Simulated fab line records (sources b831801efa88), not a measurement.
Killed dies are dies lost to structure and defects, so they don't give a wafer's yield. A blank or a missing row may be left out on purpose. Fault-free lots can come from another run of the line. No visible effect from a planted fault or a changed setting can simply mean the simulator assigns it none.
fab line records	flow sky130
[record] lots = 5	wafers = 15	last_day = 50
route steps=708 shown VIA2@525 METAL3@532 CAPM@537
lots untouched by any fault: they come from a run of this same line in which no faults occurred
start_h: hours from the record's first day to the start of the lot's first wafer shown	wait_h: hours elapsed since this lot's preceding step	" as in the row above	L1.1+2: one row covering several wafers at once	- no value, or no start was given	* or withheld: withheld	< > ~ a bound
route shown NAME@n: names a module that has steps shown in the file, with the first one's number in the route	usual: mean/standard deviation of fault-free wafers	same: alike in all rows	chamber/n: place in a boat	sites: each site's reading	_std_site: their standard deviation	_edge_site: outer sites' mean less inner sites'	radius_mm: for every site, how far away it sits from the centre of the wafer	mask NAME#n: copy n	behind: the last tool/chamber to shape the wafer	hold: what put the lot on hold/how long, in hours/how the hold closed	device: the transistor (n, p or np) that didn't switch	end of line: the route-end tests of the same wafers	a step with no rows: only its recipe	killed: the dies lost at the first sort to structure and to defects; this is not the yield of the wafer	map: dies across one wafer; x = killed, . = not, _ = none there
set.NAME: the setting as run; set.NAME@STEP: as run at that earlier step	model.NAME: the simulator's own value behind a step, which no gauge read
lots seen at some steps along the route; tables by step, rows by wafer
services: a tool's chamber out of use, with start hour (start_h, from the record's first day; less than 0 if before it), hours out, and reason
[[steps]]
[step SKY_VIA2_CLEAN_18]
[recipe] chemistry = IPA	time_s = 180	temp_c = 25
lot.wafer	tool	chamber	start_h	wait_h
L088.2+5+6	wet_bench-02	3	967.00	0.0
L090.4+5+6	wet_bench-02	2	970.60	0.0
L092.1+5+6	wet_bench-02	0	986.48	0.0
L093.1+3+4	wet_bench-01	3	988.22	0.0
L095.1+3+6	wet_bench-01	0	1001.12	0.0
[step SKY_VIA2_CLEAN_19]
[recipe] chemistry = O3/DIW	dry = n2_spin
lot.wafer	tool	chamber	start_h	wait_h
L088.2+5+6	wet_bench-01	0	967.07	0.0
L090.4+5+6	wet_bench-01	1	970.67	0.0
L092.1+5+6	wet_bench-01	1	986.54	0.0
L093.1+3+4	wet_bench-04	0	988.28	0.0
L095.1+3+6	wet_bench-02	1	1001.18	0.0
[step SKY_VIA2_SPUTTER_20]
[recipe] material = TiN	target_thk_nm = 20	chamber_pressure_pa = 5	power_w = 4000	time_s = 80
[usual] throttle_valve_pct = 30.0/0.82
lot.wafer	tool	chamber	start_h	wait_h	throttle_valve_pct
L088.2	pvd_sputter-03	-	967.16	0.0	29.2
L088.5	"	-	"	"	30.5
L088.6	"	-	"	"	29.1
L090.4	pvd_sputter-04	-	970.76	0.0	29.7
L090.5	"	-	"	"	28.4
L090.6	"	-	"	"	29.9
L092.1	pvd_sputter-03	-	986.63	0.0	30.4
L092.5	"	-	"	"	30.2
L092.6	"	-	"	"	30.8
L093.1	pvd_sputter-03	-	988.48	0.0	30.0
L093.3	"	-	"	"	29.1
L093.4	"	-	"	"	29.7
L095.1	pvd_sputter-01	-	1001.27	0.0	31.4
L095.3	"	-	"	"	31.1
L095.6	"	-	"	"	31.1
[step SKY_VIA2_CVD_21]
[recipe] material = W	target_thk_nm = 420	time_s = 126.4	temp_c = 400	pressure_torr = 40
[usual] heater_power_outer_w = 554/22	heater_power_w = 910/48
lot.wafer	tool	chamber	start_h	wait_h	heater_power_outer_w	heater_power_w
L088.2	cvd_w-02	1	967.22	0.0	557	938
L088.5	"	1	"	"	567	956
L088.6	"	0	"	"	569	913
L090.4	cvd_w-02	0	970.87	0.1	555	939
L090.5	"	1	"	"	552	957
L090.6	"	0	"	"	553	929
L092.1	cvd_w-02	0	986.69	0.0	565	899
L092.5	"	1	"	"	575	982
L092.6	"	0	"	"	583	935
L093.1	cvd_w-02	0	988.54	0.0	564	907
L093.3	"	0	"	"	573	944
L093.4	"	1	"	"	582	950
L095.1	cvd_w-02	1	1001.33	0.0	581	947
L095.3	"	0	"	"	550	918
L095.6	"	0	"	"	552	926
[step SKY_VIA2_RS_MEAS_22]
[recipe] thk_meas_gauge = four-point-probe	reads = W_of_VIA2_CVD_21+TiN_of_VIA2_SPUTTER_20
[usual] VIA2_W_RS = 0.275/0.0037
lot.wafer	tool	chamber	start_h	wait_h	VIA2_W_RS[ohm/sq]
L088.2	film_metro-04	-	967.38	0.1	0.273
L088.5	"	-	"	"	0.273
L088.6	"	-	"	"	0.274
L090.4	film_metro-03	-	971.02	0.1	0.279
L090.5	"	-	"	"	0.276
L090.6	"	-	"	"	0.279
L092.1	film_metro-04	-	986.82	0.1	0.276
L092.5	"	-	"	"	0.274
L092.6	"	-	"	"	0.274
L093.1	film_metro-03	-	988.67	0.1	0.279
L093.3	"	-	"	"	0.275
L093.4	"	-	"	"	0.274
L095.1	film_metro-02	-	1001.46	0.1	0.274
L095.3	"	-	"	"	0.275
L095.6	"	-	"	"	0.274
[step SKY_VIA2_THK_MEAS_23]
[recipe] thk_meas_gauge = xrf	reads = W_of_VIA2_CVD_21
[usual] VIA2_W_THK = 416/5.6
lot.wafer	tool	chamber	start_h	wait_h	VIA2_W_THK[nm]
L088.2	film_metro-04	-	967.49	0.1	417
L088.5	"	-	"	"	415
L088.6	"	-	"	"	416
L090.4	film_metro-03	-	971.11	0.1	414
L090.5	"	-	"	"	417
L090.6	"	-	"	"	412
L092.1	film_metro-04	-	986.94	0.1	413
L092.5	"	-	"	"	415
L092.6	"	-	"	"	413
L093.1	film_metro-03	-	988.79	0.1	413
L093.3	"	-	"	"	418
L093.4	"	-	"	"	418
L095.1	film_metro-02	-	1001.58	0.1	411
L095.3	"	-	"	"	408
L095.6	"	-	"	"	409
[step SKY_VIA2_CMP_24]
[recipe] stop_on = SiO2	t_overpolish_s = 20	down_force_psi = 3.5	platen_rpm = 60	target_thk_nm = 0	pad_velocity_m_s = 0.94248
[usual] motor_current_A = 10.5/1.3	overpolish_run_s = 19.999/0.009	platen_rpm = 59.99/0.039	slurry_filter_dp_kPa = 13.49/0.15	time_to_endpoint_s = 102/4.5
lot.wafer	tool	chamber	start_h	wait_h	motor_current_A	overpolish_run_s	platen_rpm	slurry_filter_dp_kPa	time_to_endpoint_s
L088.2	cmp-02	0	967.54	0.0	9.6	20.011	59.99	13.55	105
L088.5	"	0	"	"	8.8	19.982	60.00	13.38	106
L088.6	"	1	"	"	10.7	20.001	59.94	13.47	105
L090.4	cmp-02	0	971.19	0.1	9.8	20.016	59.89	13.69	107
L090.5	"	3	"	"	11.4	20.002	59.99	13.18	107
L090.6	"	0	"	"	9.2	19.988	60.05	13.46	105
L092.1	cmp-01	0	987.00	0.1	11.0	19.988	60.05	13.79	99
L092.6	"	0	"	"	11.9	20.011	60.10	13.66	99
L092.5	"	1	"	"	9.0	20.002	59.98	13.59	102
L093.3	cmp-02	2	988.85	0.0	12.6	19.996	59.98	13.45	109
L093.4	"	0	"	"	9.3	20.001	59.95	13.59	109
L093.1	"	1	"	"	10.3	19.996	60.03	13.39	115
L095.1	cmp-01	1	1001.64	0.1	8.9	19.992	60.05	13.40	99
L095.3	"	2	"	"	9.7	19.977	60.00	13.29	101
L095.6	"	2	"	"	9.8	20.007	60.04	13.59	103
[step SKY_METAL3_SPUTTER_00]
[recipe] material = Ti	target_thk_nm = 15	power_w = 3000	time_s = 10	chamber_pressure_pa = 0.4
[usual] throttle_valve_pct = 30.2/0.87
lot.wafer	tool	chamber	start_h	wait_h	throttle_valve_pct
L088.2	pvd_sputter-01	-	967.84	0.2	29.2
L088.5	"	-	"	"	29.5
L088.6	"	-	"	"	31.5
L090.4	pvd_sputter-02	-	971.44	0.2	30.2
L090.5	"	-	"	"	29.9
L090.6	"	-	"	"	30.3
L092.1	pvd_sputter-02	-	987.30	0.2	29.6
L092.5	"	-	"	"	30.3
L092.6	"	-	"	"	30.6
L093.1	pvd_sputter-01	-	989.15	0.1	29.4
L093.3	"	-	"	"	31.4
L093.4	"	-	"	"	29.2
L095.1	pvd_sputter-03	-	1001.94	0.2	29.2
L095.3	"	-	"	"	30.3
L095.6	"	-	"	"	29.5
[step SKY_METAL3_SPUTTER_01]
[recipe] material = TiN	target_thk_nm = 20	power_w = 6500	time_s = 16.7	chamber_pressure_pa = 0.4
[usual] throttle_valve_pct = 30.2/0.85
lot.wafer	tool	chamber	start_h	wait_h	throttle_valve_pct
L088.2	pvd_sputter-01	-	967.86	0.0	29.2
L088.5	"	-	"	"	29.2
L088.6	"	-	"	"	31.8
L090.4	pvd_sputter-02	-	971.46	0.0	30.4
L090.5	"	-	"	"	29.9
L090.6	"	-	"	"	30.3
L092.1	pvd_sputter-02	-	987.33	0.0	30.1
L092.5	"	-	"	"	30.3
L092.6	"	-	"	"	30.3
L093.1	pvd_sputter-01	-	989.17	0.0	29.5
L093.3	"	-	"	"	30.9
L093.4	"	-	"	"	29.1
L095.1	pvd_sputter-03	-	1001.97	0.0	29.2
L095.3	"	-	"	"	30.5
L095.6	"	-	"	"	29.9
[step SKY_METAL3_SPUTTER_02]
[recipe] material = AlCu	target_thk_nm = 735	power_w = 10600	time_s = 39.1	chamber_pressure_pa = 0.4
[usual] throttle_valve_pct = 30.2/0.87
lot.wafer	tool	chamber	start_h	wait_h	throttle_valve_pct
L088.2	pvd_sputter-01	-	967.88	0.0	29.1
L088.5	"	-	"	"	29.3
L088.6	"	-	"	"	31.7
L090.4	pvd_sputter-02	-	971.48	0.0	30.4
L090.5	"	-	"	"	30.0
L090.6	"	-	"	"	30.4
L092.1	pvd_sputter-02	-	987.35	0.0	30.0
L092.5	"	-	"	"	30.1
L092.6	"	-	"	"	30.7
L093.1	pvd_sputter-01	-	989.20	0.0	29.5
L093.3	"	-	"	"	30.9
L093.4	"	-	"	"	29.1
L095.1	pvd_sputter-03	-	1001.99	0.0	29.5
L095.3	"	-	"	"	30.7
L095.6	"	-	"	"	29.8
[step SKY_METAL3_SPUTTER_03]
[recipe] material = Ti	target_thk_nm = 5	power_w = 3000	time_s = 3.3	chamber_pressure_pa = 0.4
[usual] throttle_valve_pct = 30.2/0.86
lot.wafer	tool	chamber	start_h	wait_h	throttle_valve_pct
L088.2	pvd_sputter-01	-	967.92	0.0	29.3
L088.5	"	-	"	"	29.1
L088.6	"	-	"	"	31.6
L090.4	pvd_sputter-02	-	971.52	0.0	30.4
L090.5	"	-	"	"	30.0
L090.6	"	-	"	"	30.4
L092.1	pvd_sputter-02	-	987.39	0.0	29.7
L092.5	"	-	"	"	30.4
L092.6	"	-	"	"	30.7
L093.1	pvd_sputter-01	-	989.24	0.0	29.4
L093.3	"	-	"	"	30.9
L093.4	"	-	"	"	29.2
L095.1	pvd_sputter-03	-	1002.03	0.0	29.4
L095.3	"	-	"	"	30.7
L095.6	"	-	"	"	29.8
[step SKY_METAL3_SPUTTER_04]
[recipe] material = TiN	target_thk_nm = 70	power_w = 6500	time_s = 58.3	chamber_pressure_pa = 0.4
[usual] throttle_valve_pct = 30.2/0.87
lot.wafer	tool	chamber	start_h	wait_h	throttle_valve_pct
L088.2	pvd_sputter-01	-	967.94	0.0	29.2
L088.5	"	-	"	"	29.3
L088.6	"	-	"	"	31.8
L090.4	pvd_sputter-02	-	971.54	0.0	30.3
L090.5	"	-	"	"	29.9
L090.6	"	-	"	"	30.2
L092.1	pvd_sputter-02	-	987.41	0.0	29.5
L092.5	"	-	"	"	30.6
L092.6	"	-	"	"	30.5
L093.1	pvd_sputter-01	-	989.26	0.0	29.4
L093.3	"	-	"	"	30.7
L093.4	"	-	"	"	29.0
L095.1	pvd_sputter-03	-	1002.05	0.0	29.2
L095.3	"	-	"	"	30.4
L095.6	"	-	"	"	30.0
[step SKY_CAPM_CVD_00]
[recipe] material = SiO2	target_thk_nm = 15.5	temp_c = 400	time_s = withheld	rf_w = 450
[usual] heater_power_outer_w = 429/63	heater_power_w = 740/100
lot.wafer	tool	chamber	start_h	wait_h	heater_power_outer_w	heater_power_w
L088.2	pecvd-04	2	967.99	0.0	455	819
L088.5	"	2	"	"	452	783
L088.6	"	0	"	"	472	739
L090.4	pecvd-04	0	971.60	0.0	483	760
L090.5	"	2	"	"	468	848
L090.6	"	1	"	"	488	835
L092.1	pecvd-04	0	987.46	0.0	393	636
L092.5	"	1	"	"	497	883
L092.6	"	2	"	"	374	751
L093.1	pecvd-01	0	989.31	0.0	473	825
L093.3	"	2	"	"	436	733
L093.4	"	0	"	"	470	825
L095.1	pecvd-04	1	1002.10	0.0	513	895
L095.3	"	0	"	"	381	652
L095.6	"	0	"	"	387	651
[step SKY_CAPM_THK_MEAS_01]
[recipe] reads = SiO2_of_CAPM_CVD_00
[usual] CAPM_CVD_00_THK = 15.43/0.24
lot.wafer	tool	chamber	start_h	wait_h	CAPM_CVD_00_THK[nm]
L088.2	film_metro-03	-	968.02	-	15.18
L088.5	"	-	"	"	15.29
L088.6	"	-	"	"	15.36
L090.4	film_metro-03	-	971.64	-	15.38
L090.5	"	-	"	"	15.34
L090.6	"	-	"	"	15.33
L092.1	film_metro-03	-	987.48	-	15.30
L092.5	"	-	"	"	15.34
L092.6	"	-	"	"	15.33
L093.1	film_metro-03	-	989.33	-	15.30
L093.3	"	-	"	"	15.30
L093.4	"	-	"	"	15.59
L095.1	film_metro-03	-	1002.12	-	14.92
L095.3	"	-	"	"	15.17
L095.6	"	-	"	"	15.61
[step SKY_CAPM_SPUTTER_02]
[recipe] material = TiN	target_thk_nm = 200	temp_c = 300	power_w = 6500	time_s = 166.7	chamber_pressure_pa = 0.4
[usual] substrate_temp_c = 299.96/0.19	throttle_valve_pct = 29.9/0.69
lot.wafer	tool	chamber	start_h	wait_h	substrate_temp_c	throttle_valve_pct
L088.2	pvd_sputter-02	-	968.07	0.0	299.77	29.9
L088.5	"	-	"	"	299.77	30.3
L088.6	"	-	"	"	299.72	29.9
L090.4	pvd_sputter-03	-	971.67	0.0	299.97	30.3
L090.5	"	-	"	"	300.00	30.3
L090.6	"	-	"	"	299.59	29.9
L092.1	pvd_sputter-04	-	987.54	0.1	300.26	30.9
L092.5	"	-	"	"	300.18	29.9
L092.6	"	-	"	"	299.86	28.6
L093.1	pvd_sputter-02	-	989.39	0.1	300.25	30.6
L093.3	"	-	"	"	300.16	30.4
L093.4	"	-	"	"	299.92	30.1
L095.1	pvd_sputter-04	-	1002.18	0.1	300.03	31.0
L095.3	"	-	"	"	299.88	29.8
L095.6	"	-	"	"	299.88	30.9
[step SKY_CAPM_RS_MEAS_03]
[recipe] thk_meas_gauge = four-point-probe	reads = TiN_of_CAPM_SPUTTER_02
[usual] CAPM_TIN_RS = 6.90/0.073
lot.wafer	tool	chamber	start_h	wait_h	CAPM_TIN_RS[ohm/sq]
L088.2	film_metro-01	-	968.20	0.1	6.94
L088.5	"	-	"	"	6.88
L088.6	"	-	"	"	6.94
L090.4	film_metro-01	-	971.84	0.1	6.97
L090.5	"	-	"	"	6.94
L090.6	"	-	"	"	7.00
L092.1	film_metro-04	-	987.65	0.1	6.90
L092.5	"	-	"	"	6.81
L092.6	"	-	"	"	6.88
L093.1	film_metro-01	-	989.50	0.1	6.89
L093.3	"	-	"	"	6.88
L093.4	"	-	"	"	6.92
L095.1	film_metro-01	-	1002.29	0.1	6.80
L095.3	"	-	"	"	6.82
L095.6	"	-	"	"	6.80
[step SKY_CAPM_THK_MEAS_04]
[recipe] thk_meas_gauge = xrf	reads = TiN_of_CAPM_SPUTTER_02
[usual] CAPM_TIN_THK = 202.7/2.3
lot.wafer	tool	chamber	start_h	wait_h	CAPM_TIN_THK[nm]
L088.2	film_metro-01	-	968.31	0.1	201.3
L088.5	"	-	"	"	203.4
L088.6	"	-	"	"	201.2
L090.4	film_metro-01	-	971.93	0.1	200.6
L090.5	"	-	"	"	200.3
L090.6	"	-	"	"	199.3
L092.1	film_metro-04	-	987.77	0.1	204.0
L092.5	"	-	"	"	206.0
L092.6	"	-	"	"	203.8
L093.1	film_metro-01	-	989.62	0.1	203.1
L093.3	"	-	"	"	203.4
L093.4	"	-	"	"	201.9
L095.1	film_metro-01	-	1002.41	0.1	206.8
L095.3	"	-	"	"	204.7
L095.6	"	-	"	"	205.3
[step SKY_CAPM_DEHYDRATE_05]
[recipe] temp_c = 200	time_s = 60
lot.wafer	tool	chamber	start_h	wait_h
L088.2+5+6	litho_track-01	0	979.37	11.1
L090.4+5+6	litho_track-04	0	983.21	11.3
L092.1+5+6	litho_track-03	0	998.77	11.0
L093.1+3+4	litho_track-04	0	1000.28	10.7
L095.1+3+6	litho_track-03	0	1013.37	11.0
[step SKY_CAPM_HMDS_06]
[recipe] prime_time_s = 60	prime_temp_c = 120
lot.wafer	tool	chamber	start_h	wait_h
L088.2+5+6	litho_track-01	0	979.52	0.1
L090.4+5+6	litho_track-04	0	983.36	0.1
L092.1+5+6	litho_track-03	0	998.92	0.1
L093.1+3+4	litho_track-04	0	1000.43	0.1
L095.1+3+6	litho_track-03	0	1013.52	0.1
[step SKY_CAPM_COAT_07]
[recipe] resist = NOVOLAK	spin_rpm = 3000	resist_thk_nm = 1140
lot.wafer	tool	chamber	start_h	wait_h
L088.2+5+6	litho_track-01	0	979.67	0.1
L090.4+5+6	litho_track-04	0	983.51	0.1
L092.1+5+6	litho_track-03	0	999.07	0.1
L093.1+3+4	litho_track-04	0	1000.58	0.1
L095.1+3+6	litho_track-03	0	1013.67	0.1
[step SKY_CAPM_SOFTBAKE_08]
[recipe] temp_c = 90	time_s = 60	resist = NOVOLAK
lot.wafer	tool	chamber	start_h	wait_h
L088.2+5+6	litho_track-01	0	979.82	0.1
L090.4+5+6	litho_track-04	0	983.66	0.1
L092.1+5+6	litho_track-03	0	999.22	0.1
L093.1+3+4	litho_track-04	0	1000.73	0.1
L095.1+3+6	litho_track-03	0	1013.82	0.1
[step SKY_CAPM_EXPOSE_09]
[recipe] mask_id = CAPM	na = 0.6	source_shape = conventional	sigma_outer = 0.6	polarization = unpolarized	target_cd_nm = 1000	dose_mj = 159
[usual] exposure_dose_mJ_cm2 = 158.99/0.16	reticle_temp_C = 22.99/0.11
[same] sigma_outer = 0.6
lot.wafer	tool	chamber	start_h	wait_h	mask	exposure_dose_mJ_cm2	reticle_temp_C
L088.2	iline_stepper-02	0	-	-	CAPM#0	159.18	23.19
L088.5	"	0	"	"	CAPM#0	159.06	23.09
L088.6	"	0	"	"	CAPM#0	159.01	23.01
L090.4	iline_stepper-01	0	-	-	CAPM#0	159.10	22.97
L090.5	"	0	"	"	CAPM#0	158.82	23.09
L090.6	"	0	"	"	CAPM#0	158.93	22.87
L092.1	iline_stepper-01	0	-	-	CAPM#0	159.03	23.04
L092.5	"	0	"	"	CAPM#0	159.07	23.00
L092.6	"	0	"	"	CAPM#0	158.95	22.89
L093.1	iline_stepper-01	0	-	-	CAPM#0	159.23	23.00
L093.3	"	0	"	"	CAPM#0	159.09	23.01
L093.4	"	0	"	"	CAPM#0	159.00	22.87
L095.1	iline_stepper-02	0	-	-	CAPM#0	158.96	23.05
L095.3	"	0	"	"	CAPM#0	158.94	23.11
L095.6	"	0	"	"	CAPM#0	158.92	22.96
[step SKY_CAPM_PEB_10]
[recipe] temp_c = withheld	time_s = *	resist = NOVOLAK
lot.wafer	tool	chamber	start_h	wait_h
L088.2+5+6	litho_track-03	0	-	-
L090.4+5+6	litho_track-01	0	-	-
L092.1+5+6	litho_track-01	0	-	-
L093.1+3+4	litho_track-04	0	-	-
L095.1+3+6	litho_track-04	0	-	-
[step SKY_CAPM_DEVELOP_11]
[recipe] resist = NOVOLAK	developer = TMAH	develop_time_s = 60	dev_temp_c = 23
lot.wafer	tool	chamber	start_h	wait_h
L088.2+5+6	litho_track-03	0	990.79	0.1
L090.4+5+6	litho_track-01	0	995.22	0.1
L092.1+5+6	litho_track-01	0	1010.25	0.1
L093.1+3+4	litho_track-04	0	1011.59	0.1
L095.1+3+6	litho_track-04	0	1024.84	0.1
[step SKY_CAPM_OVL_MEAS_12]
[usual] CAPM_OVL = -0.9/1.3
lot.wafer	tool	chamber	start_h	wait_h	CAPM_OVL[nm]
L088.2	overlay-01	-	990.93	0.1	-1.4
L088.5	"	-	"	"	0.6
L088.6	"	-	"	"	0.5
L090.4	overlay-01	-	995.32	0.1	-2.3
L090.5	"	-	"	"	-3.3
L090.6	"	-	"	"	-1.7
L092.1	overlay-02	-	1010.40	0.1	-1.7
L092.5	"	-	"	"	-2.7
L092.6	"	-	"	"	-1.4
L093.1	overlay-02	-	1011.74	0.1	-0.1
L093.3	"	-	"	"	-0.7
L093.4	"	-	"	"	-0.6
L095.1	overlay-02	-	1024.99	0.1	-1.4
L095.3	"	-	"	"	0.3
L095.6	"	-	"	"	-0.2
[step SKY_CAPM_METAL_ETCH_13]
[recipe] target_depth_nm = 220	stop_on = SiO2	chemistry = Cl2/BCl3	target = TiN	pressure_mtorr = 10	icp_w = 900	bias_w = 48.5	Cl2_flow_sccm = 60	bcl3_flow_sccm = 30	time_s = 62.9
[usual] drypump_motor_current_A = 5.9/0.43	oes_product_au = 0.942/0.0074	throttle_valve_pct = 21.902/0.01
lot.wafer	tool	chamber	start_h	wait_h	drypump_motor_current_A	oes_product_au	rf_hours_counter_h	throttle_valve_pct
L088.2	rie_metal-04	0	990.96	0.0	5.3	0.938	16	21.904
L088.5	"	1	"	"	6.1	0.940	-	21.904
L088.6	"	0	"	"	5.3	0.943	-	21.893
L090.4	rie_metal-04	0	995.36	0.0	5.3	0.942	-	21.904
L090.5	"	0	"	"	5.3	0.942	-	21.908
L090.6	"	1	"	"	6.1	0.932	-	21.908
L092.1	rie_metal-02	1	1010.44	0.0	6.3	0.939	8	21.896
L092.5	"	1	"	"	6.3	0.944	-	21.896
L092.6	"	1	"	"	6.3	0.945	-	21.901
L093.1	rie_metal-02	0	1011.77	0.0	5.4	0.940	0	21.879
L093.3	"	0	"	"	5.4	0.942	-	21.901
L093.4	"	1	"	"	6.3	0.941	-	21.897
L095.1	rie_metal-03	0	1025.02	0.0	6.2	0.956	22	21.891
L095.3	"	0	"	"	6.3	0.949	-	21.905
L095.6	"	1	"	"	5.5	0.943	-	21.898
[[services]]
tool	chamber	start_h	hours	kind
pvd_sputter-01	-	953.33	2.4	repair
pvd_sputter-03	-	958.48	1.5	repair
rie_metal-03	0	958.58	2.8	repair
cmp-01	-	960.65	1.0	repair
cmp-02	-	960.88	1.1	repair
iline_stepper-01	-	965.22	2.1	pm
pecvd-01	-	970.15	0.9	repair
cmp-01	-	970.41	5.2	pm
pecvd-04	-	976.24	2.8	pm
pvd_sputter-01	1	980.73	-	consumable_replace:kit
pvd_sputter-01	1	980.73	18.0	scheduled_down
pvd_sputter-01	1	980.73	18.0	vent_cycle
pvd_sputter-03	-	981.05	1.1	repair
pvd_sputter-01	-	986.96	1.9	repair
pvd_sputter-01	-	991.91	1.4	repair
cmp-02	-	992.23	1.6	repair
pecvd-04	-	992.38	0.5	repair
litho_track-04	-	1000.50	-	consumable_replace:filter
pvd_sputter-02	0	1009.55	-	consumable_replace:kit
pvd_sputter-02	0	1009.55	18.0	scheduled_down
pvd_sputter-02	0	1009.55	18.0	vent_cycle
iline_stepper-02	-	1014.80	1.7	pm
pvd_sputter-03	-	1017.64	4.7	repair
rie_metal-02	1	1020.09	14.6	repair
[[key]]
fault none
